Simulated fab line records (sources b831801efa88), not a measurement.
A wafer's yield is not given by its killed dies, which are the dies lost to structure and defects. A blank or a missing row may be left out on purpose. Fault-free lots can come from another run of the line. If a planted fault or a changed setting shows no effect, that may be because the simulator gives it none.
The tool behind it: which one?	flow sky130	Sampling: 24 lots, 72 wafers, 5 of 708 route steps

## WHAT EACH GAUGE READ, for each wafer
SKY_METAL1_THK_MEAS_06: measures by xrf. Usual: for METAL1_ALCU_THK the level is 252.5 nm and the standard deviation is 2.8.
lot	measured	on	METAL1_ALCU_THK (nm)	flag
L074	day 31 14:19	film metro-02	249.5 252.3 253.9	
L075	day 32 00:34	film metro-01	256.0 257.3 252.9	
L076	day 32 09:41	film metro-01	250.0 253.9 252.0	
L077	day 32 23:55	film metro-02	251.0 248.6 251.3	
L078	day 33 00:27	film metro-03	250.3 251.1 249.3	
L079	day 33 10:41	film metro-03	245.9 248.4 244.7	
L080	day 34 00:35	film metro-03	252.9 253.2 250.1	
L081	day 34 05:37	film metro-03	249.0 249.7 250.8	
L082	day 35 01:42	film metro-03	254.9 255.6 257.2	
L084	day 36 01:36	film metro-01	256.2 255.6 253.3	
L083	day 36 02:33	film metro-01	252.5 251.7 252.1	
L085	day 36 05:27	film metro-03	251.4 251.6 252.3	
L087	day 36 05:48	film metro-03	250.3 253.8 253.3	
L086	day 36 07:49	film metro-01	256.2 253.0 253.3	
L088	day 36 11:09	film metro-03	254.7 255.6 255.4	
L089	day 36 16:34	film metro-01	253.1 253.4 253.5	
L090	day 37 01:12	film metro-01	250.1 251.5 252.5	
L092	day 37 10:29	film metro-03	258.5 254.7 255.0	
L091	day 37 10:45	film metro-02	251.7 253.8 251.3	
L093	day 37 17:03	film metro-02	258.4 253.0 256.0	
L094	day 37 23:34	film metro-01	254.3 252.7 253.4	
L095	day 38 10:34	film metro-03	252.8 254.9 256.4	
L096	day 38 17:10	film metro-02	251.8 253.7 249.6	
L097	day 39 14:24	film metro-02	251.0 249.0 250.8	

SKY_VIA4_OVL_MEAS_11. Usual: for VIA4_OVL the level is 0.4 nm and the standard deviation is 1.3.
lot	measured	on	VIA4_OVL (nm)	flag
L074	day 42 18:26	overlay-01	2.8 0.4 1.5	
L075	day 43 02:23	overlay-02	2.1 1.9 2.1	
L076	day 43 09:16	overlay-01	2.0 1.0 0.7	
L077	day 44 01:17	overlay-01	2.1 0.8 0.5	
L078	day 44 01:28	overlay-01	-3.0 -1.6 -0.4	
L079	day 44 09:16	overlay-02	0.6 1.3 0.4	
L080	day 44 20:14	overlay-01	2.1 2.1 0.1	
L081	day 45 00:49	overlay-01	1.4 1.6 1.4	
L082	day 45 15:37	overlay-02	0.3 0.4 -1.2	
L084	day 46 11:40	overlay-02	-1.3 -0.8 -0.9	
L083	day 46 12:10	overlay-02	0.2 1.9 1.5	
L085	day 46 15:56	overlay-01	-3.2 -2.0 -3.2	
L087	day 46 15:58	overlay-02	0.6 0.9 -0.6	
L086	day 46 17:29	overlay-01	0.5 -0.4 1.5	
L088	day 46 19:15	overlay-02	1.6 1.8 0.6	
L089	day 47 00:34	overlay-02	3.0 2.7 3.2	
L090	day 47 06:10	overlay-02	1.5 0.0 0.6	
L092	day 47 13:32	overlay-02	1.4 1.0 0.4	
L091	day 47 17:01	overlay-01	-0.8 -1.0 0.3	
L093	day 47 19:59	overlay-02	0.5 1.3 0.2	
L094	day 47 23:02	overlay-01	1.4 2.5 0.3	
L095	day 48 05:28	overlay-01	-0.3 -0.4 -0.1	
L096	day 48 13:25	overlay-01	-1.3 0.1 -0.3	
L097	day 49 03:31	overlay-02	0.1 1.0 0.9	

## WHICH TOOL RAN EACH LOT (tool, then ch and the chambers of the sampled wafers, then the start)
lot	SKY_METAL3_SPUTTER_03	SKY_METAL3_STRIP_19	SKY_METAL4_ETCH_16
L074	pvd sputter-01, day 36 07:01	plasma asher-01 ch 0,1, day 38 12:30	rie metal-03 ch 0,1, day 41 17:32
L075	pvd sputter-03, day 36 16:50	plasma asher-03 ch 0,1, day 38 21:18	rie metal-02 ch 0,1, day 42 01:11
L076	pvd sputter-01, day 37 00:47	plasma asher-03 ch 0,1, day 39 04:10	rie metal-04 ch 0,1, day 42 08:25
L077	pvd sputter-02, day 37 16:10	plasma asher-03 ch 0, day 39 19:20	rie metal-03 ch 0,1, day 42 23:20
L078	pvd sputter-01, day 37 16:19	plasma asher-01 ch 0,1, day 39 19:41	rie metal-03 ch 0,1, day 43 00:27
L079	pvd sputter-02, day 38 01:25	plasma asher-01 ch 0,1, day 40 04:45	rie metal-02 ch 0,1, day 43 08:33
L080	pvd sputter-02, day 38 15:21	plasma asher-04 ch 0,1, day 40 18:53	rie metal-03 ch 0,1, day 43 20:47
L081	pvd sputter-03, day 38 19:43	plasma asher-04 ch 0,1, day 40 23:06	rie metal-04 ch 0,1, day 44 02:05
L082	pvd sputter-03, day 39 14:49	plasma asher-01 ch 0,1, day 41 15:47	rie metal-04 ch 0, day 44 16:27
L084	pvd sputter-03, day 40 14:04	plasma asher-01 ch 0,1, day 42 14:20	rie metal-02 ch 0,1, day 45 13:23
L083	pvd sputter-03, day 40 14:57	plasma asher-04 ch 0,1, day 42 14:51	rie metal-04 ch 0,1, day 45 14:23
L085	pvd sputter-03, day 40 17:40	plasma asher-01 ch 0,1, day 42 18:11	rie metal-02 ch 0,1, day 45 17:05
L087	pvd sputter-03, day 40 17:50	plasma asher-01 ch 0,1, day 42 18:30	rie metal-04 ch 0,1, day 45 17:26
L086	pvd sputter-03, day 40 20:40	plasma asher-03 ch 0,1, day 42 20:49	rie metal-04 ch 0,1, day 45 19:20
L088	pvd sputter-03, day 40 21:39	plasma asher-01 ch 0,1, day 42 21:59	rie metal-02 ch 0,1, day 45 21:38
L089	pvd sputter-03, day 41 03:17	plasma asher-04 ch 0,1, day 43 04:41	rie metal-04 ch 0,1, day 46 02:26
L090	pvd sputter-02, day 41 10:25	plasma asher-01 ch 0,1, day 43 10:40	rie metal-02 ch 0,1, day 46 08:20
L092	pvd sputter-03, day 41 19:25	plasma asher-03 ch 0,1, day 43 19:40	rie metal-03 ch 0, day 46 15:57
L091	pvd sputter-02, day 41 21:37	plasma asher-01 ch 0,1, day 43 22:43	rie metal-04 ch 0,1, day 46 19:26
L093	pvd sputter-02, day 42 03:35	plasma asher-04 ch 0,1, day 44 03:33	rie metal-02 ch 0,1, day 46 22:56
L094	pvd sputter-03, day 42 07:36	plasma asher-01 ch 0,1, day 44 07:16	rie metal-02 ch 0,1, day 47 02:14
L095	pvd sputter-03, day 42 17:25	plasma asher-03 ch 0,1, day 44 15:38	rie metal-03 ch 0,1, day 47 08:58
L096	pvd sputter-01, day 43 00:25	plasma asher-04 ch 0,1, day 44 23:23	rie metal-03 ch 0, day 47 17:18
L097	pvd sputter-03, day 43 20:08	plasma asher-01 ch 0,1, day 45 16:35	rie metal-02 ch 0,1, day 48 07:36
- SKY_METAL3_SPUTTER_03: material Ti, target thk 5 nm, time 3.3 s.
- SKY_METAL3_STRIP_19: strips in O2/N2.
- SKY_METAL4_ETCH_16: etches BARC in N2/H2, stops on SiO2, time 88.2 s, target depth 60 nm.

## WHAT THE TOOLS THEMSELVES READ (means of the sampled wafers that have a number; where no wafer has one, the mark that the record gives instead)
SKY_METAL3_SPUTTER_03. Usual: throttle valve pct reads 30.1 % (standard deviation 1).
lot	tool	throttle valve pct (%)	flag
L074	pvd sputter-01	31.6	
L075	pvd sputter-03	30.3	
L076	pvd sputter-01	29.4	
L077	pvd sputter-02	29.2	
L078	pvd sputter-01	30.2	
L079	pvd sputter-02	29.7	
L080	pvd sputter-02	29.2	
L081	pvd sputter-03	30.3	
L082	pvd sputter-03	30.2	
L084	pvd sputter-03	30.8	
L083	pvd sputter-03	30.4	
L085	pvd sputter-03	30.0	
L087	pvd sputter-03	30.4	
L086	pvd sputter-03	29.6	
L088	pvd sputter-03	30.1	
L089	pvd sputter-03	29.9	
L090	pvd sputter-02	29.9	
L092	pvd sputter-03	30.8	
L091	pvd sputter-02	29.8	
L093	pvd sputter-02	29.1	
L094	pvd sputter-03	30.9	
L095	pvd sputter-03	30.6	
L096	pvd sputter-01	30.1	
L097	pvd sputter-03	30.0	

SKY_METAL3_STRIP_19. Usual: drypump motor current A 5.8 A, standard deviation 0.45; oes product au 0.501 a.u., standard deviation 0.0061; strip time to endpoint s 6.51 s, standard deviation 0.088.
lot	tool	drypump motor current A (A)	oes product au (a.u.)	strip time to endpoint s (s)	flag
L074	plasma asher-01	5.8	0.505	6.60	
L075	plasma asher-03	5.9	0.495	6.41	
L076	plasma asher-03	5.9	0.504	6.50	
L077	plasma asher-03	5.4	0.501	6.54	
L078	plasma asher-01	5.8	0.501	6.47	
L079	plasma asher-01	5.5	0.501	6.47	
L080	plasma asher-04	6.1	0.500	6.50	
L081	plasma asher-04	6.1	0.510	6.56	
L082	plasma asher-01	5.8	0.505	6.53	
L084	plasma asher-01	5.5	0.502	6.58	
L083	plasma asher-04	6.1	0.506	6.66	
L085	plasma asher-01	5.4	0.496	6.42	
L087	plasma asher-01	5.8	0.508	6.56	
L086	plasma asher-03	5.9	0.504	6.51	
L088	plasma asher-01	5.5	0.503	6.58	
L089	plasma asher-04	6.1	0.501	6.59	
L090	plasma asher-01	5.5	0.500	6.46	
L092	plasma asher-03	5.9	0.504	6.42	
L091	plasma asher-01	5.5	0.506	6.58	
L093	plasma asher-04	6.0	0.504	6.62	
L094	plasma asher-01	5.5	0.494	6.45	
L095	plasma asher-03	5.6	0.504	6.61	
L096	plasma asher-04	6.1	0.498	6.45	
L097	plasma asher-01	5.8	0.491	6.37	

SKY_METAL4_ETCH_16. Usual: drypump motor current A 5.8 A, standard deviation 0.46; oes product au 0.626 a.u., standard deviation 0.0052; throttle valve pct 13.205 %, standard deviation 0.0095.
lot	tool	drypump motor current A (A)	oes product au (a.u.)	throttle valve pct (%)	flag
L074	rie metal-03	6.1	0.625	13.210	
L075	rie metal-02	5.8	0.623	13.202	
L076	rie metal-04	5.3	0.629	13.214	
L077	rie metal-03	5.7	0.628	13.208	
L078	rie metal-03	6.1	0.622	13.205	
L079	rie metal-02	5.9	0.627	13.211	
L080	rie metal-03	5.8	0.628	13.202	
L081	rie metal-04	5.5	0.629	13.204	
L082	rie metal-04	5.8	0.626	13.212	
L084	rie metal-02	5.8	0.628	13.190	
L083	rie metal-04	5.3	0.621	13.206	
L085	rie metal-02	5.8	0.626	13.203	
L087	rie metal-04	5.5	0.625	13.211	
L086	rie metal-04	5.5	0.622	13.196	
L088	rie metal-02	5.8	0.626	13.209	
L089	rie metal-04	5.6	0.627	13.215	
L090	rie metal-02	5.9	0.625	13.212	
L092	rie metal-03	6.5	0.625	13.206	
L091	rie metal-04	5.5	0.622	13.206	
L093	rie metal-02	6.0	0.619	13.198	
L094	rie metal-02	5.8	0.633	13.209	
L095	rie metal-03	5.7	0.627	13.200	
L096	rie metal-03	6.5	0.625	13.212	
L097	rie metal-02	5.9	0.633	13.204	

## THE ANSWER, worked out from the rows above alone
Rule: lot off if the mean of its wafers having a number is beyond 3 standard deviations from the usual mean. A lot without any number at a reading at which 4 lots or more have one is off too. Any other lot the step has rows for is counted as sound. The gauges are gone through in route order, then the tools' own readings, and for those a lot's mean is taken as printed above. At the first step where some lot is off, the reading lying furthest off is the one used; lots without a number count as furthest.
Nothing can be told from this: no lot is off at any reading shown.

## WHAT HAD BEEN PUT IN BY THE SIMULATOR
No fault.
